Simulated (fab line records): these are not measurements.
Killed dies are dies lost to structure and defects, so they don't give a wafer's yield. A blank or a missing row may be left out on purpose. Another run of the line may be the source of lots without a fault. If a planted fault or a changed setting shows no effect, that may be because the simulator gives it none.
Comparing a struck lot with a sound one | flow gf180mcu | 16 steps out of a route of 602
Sound: the wafers L101.3, L101.4, L101.5. Struck: wafers L103.3, L103.5, L103.6. At the end, the cause is stated.
Order at every step that has rows: each side's tool, ch and its chambers, its first start. Under that, the readings that differ: sound wafers | struck wafers | difference of the means | sigmas: that difference in standard deviations of wafers without a fault.
alike: words and numbers the same on both sides, and readings whose means are apart by under 2 such deviations; not compared: readings that were withheld, readings missing a value for some wafer, numbers with overlapping values and no deviation given by the record, and bounds like >300 which may hide the same value.
A row with sigmas, a row that says differs or no value, or rows on one side alone: a step with any of these is where the two part. Numbers that have no deviation but don't overlap get no sigmas and don't part them. A reading that every wafer of one side lacks parts them only if that side has two wafers or more.

GF_V2_CMP_04: polishes SiO2.
  sound on cmp-01 ch 1,2,3, day 22 01:32; struck on cmp-02 ch 0,2,3, day 22 22:08
  alike: motor current A, time to endpoint s
GF_V2_BOW_MEAS_05:
  struck on film metro-01, day 22 22:23; sound on film metro-03, day 22 01:49
  alike: V2_BOW
then, 8 steps without rows for these wafers: GF_V2_DEHYDRATE_06 (time 60 s); GF_V2_HMDS_07 (prime time 60 s); GF_V2_COAT_08; GF_V2_COAT_09 (resist thk 1000 nm); GF_V2_SOFTBAKE_10 (time 60 s); GF_V2_EXPOSE_11 (exposes mask Via2, target cd 260 nm); GF_V2_PEB_12 (peb time 90 s); GF_V2_DEVELOP_13 (develop time 60 s).
GF_V2_CD_MEAS_14: target cd 260 nm.
  struck on cd sem-01, day 23 21:05; sound on cd sem-02, day 23 01:34
  alike: cd nm
GF_V2_OVL_MEAS_15:
  struck on overlay-01, day 23 21:11; sound on overlay-01, day 23 01:40
  alike: V2_OVL
GF_V2_ETCH_16: etches BARC in N2/H2.
  sound on rie diel-03 ch 0,2,3, day 23 01:41; struck on rie diel-03 ch 0,1,3, day 23 21:13
  no value came back on the struck wafers for any of 6 readings (bias w (W), chamber pressure mTorr (mTorr) and others); on the sound wafers bias w (W) reads 100.28 100.29 100.34
GF_V2_ETCH_17: etches SiO2 in C4F8/O2/Ar, stops on TiN, target depth 630 nm.
  sound: rie diel-03 ch 0,2,3; struck: rie diel-03 ch 0,1,3
  reading               | sound             | struck            | difference | sigmas
  oes product au (a.u.) | 0.858 0.852 0.855 | 0.379 0.382 0.369 | -0.478     | -99 or more
  alike: bias w, chamber pressure mTorr
GF_V2_STRIP_18: strips in O2/N2.
  sound on plasma asher-01 ch 0,1, day 23 01:51; struck on plasma asher-04 ch 0,1, day 23 21:22
  reading               | sound             | struck            | difference | sigmas
  oes product au (a.u.) | 0.594 0.596 0.599 | 0.610 0.607 0.607 | +0.012     | +2
  alike: drypump motor current A, heater power w
  not compared: rf hours counter h
then, 1 step without rows for these wafers: GF_V2_STRIP_19 (strips in post etch residue remover, time 1200 s).

== WHERE THEY PART ==
Last at GF_V2_STRIP_18 as far as this record goes, first at GF_V2_ETCH_16.

WHY: what had been put in by the simulator
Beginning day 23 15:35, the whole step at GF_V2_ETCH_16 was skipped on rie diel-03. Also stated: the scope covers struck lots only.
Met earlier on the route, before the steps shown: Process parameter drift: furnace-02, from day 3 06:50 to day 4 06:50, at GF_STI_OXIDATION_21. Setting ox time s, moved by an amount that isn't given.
